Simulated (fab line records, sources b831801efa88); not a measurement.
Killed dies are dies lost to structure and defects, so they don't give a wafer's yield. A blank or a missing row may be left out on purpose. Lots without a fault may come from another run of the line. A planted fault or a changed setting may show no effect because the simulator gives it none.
Which tool did it? | flow sky130 | 7 lots, 21 wafers sampled, at 5 steps of a route of 708

WHAT THE GAUGES READ, wafer by wafer
SKY_PASSIVATION_THK_MEAS_01.
lot  | measured     | on            | PASSIVATION_CVD_00_THK (nm)
L329 | day 45 21:33 | film_metro-04 | 89.2 91.6 91.5
L332 | day 47 00:34 | film_metro-03 | 91.2 92.6 93.4
L334 | day 47 06:17 | film_metro-03 | 87.8 86.8 89.1
L336 | day 47 22:08 | film_metro-03 | 87.7 89.2 89.6
L340 | day 49 00:04 | film_metro-03 | 89.6 90.1 91.4
L341 | day 49 03:57 | film_metro-03 | 89.2 89.9 90.9
L351 | day 50 21:28 | film_metro-03 | 88.9 90.8

WHICH TOOL RAN EACH LOT (tool, then ch and the chambers of the sampled wafers, then the start)
lot  | SKY_VIA4_CMP_02               | SKY_METAL5_SPUTTER_04        | SKY_METAL5_METAL_ETCH_15          | SKY_METAL5_STRIP_16
L329 | cmp-02 ch 0,1,2, day 43 21:55 | pvd_sputter-01, day 44 23:04 | rie_metal-03 ch 0,1, day 45 20:41 | plasma_asher-03 ch 0,1, day 45 20:55
L332 | cmp-01 ch 1,2, day 45 01:16   | pvd_sputter-01, day 46 01:49 | rie_metal-03 ch 0,1, day 46 23:46 | plasma_asher-03 ch 0,1, day 46 23:57
L334 | cmp-02 ch 1,3, day 45 07:52   | pvd_sputter-01, day 46 07:56 | rie_metal-02 ch 0,1, day 47 05:25 | plasma_asher-04 ch 0,1, day 47 05:40
L336 | cmp-02 ch 1,2, day 46 01:19   | pvd_sputter-04, day 47 00:28 | rie_metal-01 ch 0,1, day 47 21:17 | plasma_asher-02 ch 0,1, day 47 21:31
L340 | cmp-02 ch 0,3, day 47 03:31   | pvd_sputter-04, day 48 02:42 | rie_metal-01 ch 1, day 48 23:11   | plasma_asher-02 ch 0,1, day 48 23:25
L341 | cmp-02 ch 0,3, day 47 07:58   | pvd_sputter-03, day 48 06:37 | rie_metal-01 ch 0,1, day 49 03:10 | plasma_asher-04 ch 0,1, day 49 03:21
L351 | cmp-02 ch 1,2,3, day 49 06:05 | pvd_sputter-04, day 50 03:02 | rie_metal-01 ch 0,1, day 50 20:35 | plasma_asher-03 ch 0,1, day 50 20:49
- SKY_VIA4_CMP_02: polishes SiO2.
- SKY_METAL5_SPUTTER_04: material TiN, target thk 70 nm, time 58.3 s.
- SKY_METAL5_METAL_ETCH_15: etches the open film in Cl2/BCl3, stops on SiO2, target depth 1260 nm, time 252 s.
- SKY_METAL5_STRIP_16: strips in O2/N2.

THE ANSWER, worked out from the rows above alone
Rule: what is usual is taken from the lots themselves. Put in order of their means at a reading, lots are off if they are a third of the lots or fewer, leave a main group of 4 or more, and stand apart from it by a gap of 3 or more times the standard deviation of the main group's means; of several such gaps the widest counts. A main group whose means are all the same, to the digits that the tables above print for the reading, isn't used. A lot without any number at a reading at which 4 lots or more have one is off too. The other lots that the step has rows for count as sound.
No lot is off at any reading shown: from this, nothing can be told.

WHAT THE SIMULATOR HAD PUT IN
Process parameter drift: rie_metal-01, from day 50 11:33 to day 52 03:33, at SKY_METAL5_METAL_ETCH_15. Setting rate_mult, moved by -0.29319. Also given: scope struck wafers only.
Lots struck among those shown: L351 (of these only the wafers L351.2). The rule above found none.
